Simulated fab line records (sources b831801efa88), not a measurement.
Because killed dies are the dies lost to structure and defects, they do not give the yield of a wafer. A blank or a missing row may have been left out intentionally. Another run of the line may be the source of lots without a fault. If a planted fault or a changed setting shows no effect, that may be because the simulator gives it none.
Problem report, 8D (eight disciplines) form, completed by code ; flow sky130 ; the parts of the form that need people (team, actions taken, sign-off) are left out

1. THE PROBLEM
On 3 wafers of 1 lot, rfFwdPowerW at SKY_METAL1_METAL_ETCH_19 has a mean of 749.9 W; fault-free wafers read 893.5 W, standard deviation 2.6. That puts it -55 standard deviations away from the usual mean.
The step: etches the open film in Cl2/BCl3, stops on SiO2, target depth 360 nm, time 78 s.
First observed at day 35 02:34: wafer L839.2, on rieMetal-03. Wafers with a number at this step in the record: 33, from 11 lots. The rule behind "out" and "out of limits": a value lying over 4 standard deviations away from the usual mean. All remaining wafers that have a number are taken as sound.

2. WHAT IT IS AND WHAT IT IS NOT
question;is;is not
which readings at this step;rfFwdPowerW;drypumpMotorCurrentA, oesProductAu
which lots;L839;L832, L835, L844, L845, L848, L850, L851, L852, L854, L855
which wafers of those lots;all that have a number;-
read on which tools;rieMetal-03;rieMetal-01, rieMetal-04
when;from day 35 02:34;"up to then (6 sound wafers); but 24 sound wafers of L844, L845, L848, L850, L851, L852, L854, L855 came after"

3. WHAT RULES OUT EACH SUSPECT
Counting: a tool at a process step up to the reading stays a suspect if it ran every lot that is out and no sound lot after the first of them.
- pvdSputter-01 at SKY_CONTACT_SPUTTER_23 (material TiN, target thk 20 nm, time 80 s): ruled out as a lasting fault. The sound lots L848, L850 went through it after L839, its earliest lot that is out (day 33 22:32).
- cvdW-02 at SKY_CONTACT_CVD_24 (deposits W, target thk 340 nm, time 102.12 s): ruled out as a lasting fault. The sound lots L848, L851 went through it after L839, its earliest lot that is out (day 33 22:35).
- pvdSputter-03 at SKY_METAL1_SPUTTER_02 (material AlCu, target thk 250 nm, time 13.3 s): ruled out as a lasting fault. The sound lots L848 went through it after L839, its earliest lot that is out (day 33 23:14).
- rieMetal-03 at SKY_METAL1_METAL_ETCH_19 (etches the open film in Cl2/BCl3, stops on SiO2, target depth 360 nm, time 78 s): kept. It ran the lot that is out, L839 (day 35 02:34), and no sound lot after that; its last sound lot up to then is L835 (day 34 01:44). Its own rfFwdPowerW readings are out on those wafers.
Left after counting: rieMetal-03 at SKY_METAL1_METAL_ETCH_19.

4. THE CAUSE (what the simulator had put in)
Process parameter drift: rieMetal-03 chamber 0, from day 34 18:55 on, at SKY_METAL1_METAL_ETCH_19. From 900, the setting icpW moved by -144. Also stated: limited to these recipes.
Only this tool survived the counting.

5. THE EFFECT CHAIN, in route order
Each row: a reading where the mean over the struck wafers with a number is more than 3 standard deviations away from the usual. Only readings for which the record gives a usual standard deviation are gone through. hours: the time from each lot's start at the first step in this table that gives one to its start at this step, as a median over the lots. sigmas: the change in usual standard deviations.
hours;step;reading;usual;on struck wafers;change;sigmas
0;SKY_METAL1_METAL_ETCH_19;rfFwdPowerW;893.5 W;749.9;-143.6;-55
0;SKY_METAL1_STRIP_20;stripTimeToEndpointS;2.69 s;3.03;+0.34;+4.8
The process steps in it:
- SKY_METAL1_METAL_ETCH_19: etches the open film in Cl2/BCl3, stops on SiO2, target depth 360 nm, time 78 s.
- SKY_METAL1_STRIP_20: strips in O2/N2.

6. WHAT WOULD HAVE CAUGHT IT SOONER
In this record no reading fell out of limits until day 35 02:34, 8 hours after the fault had begun at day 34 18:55.
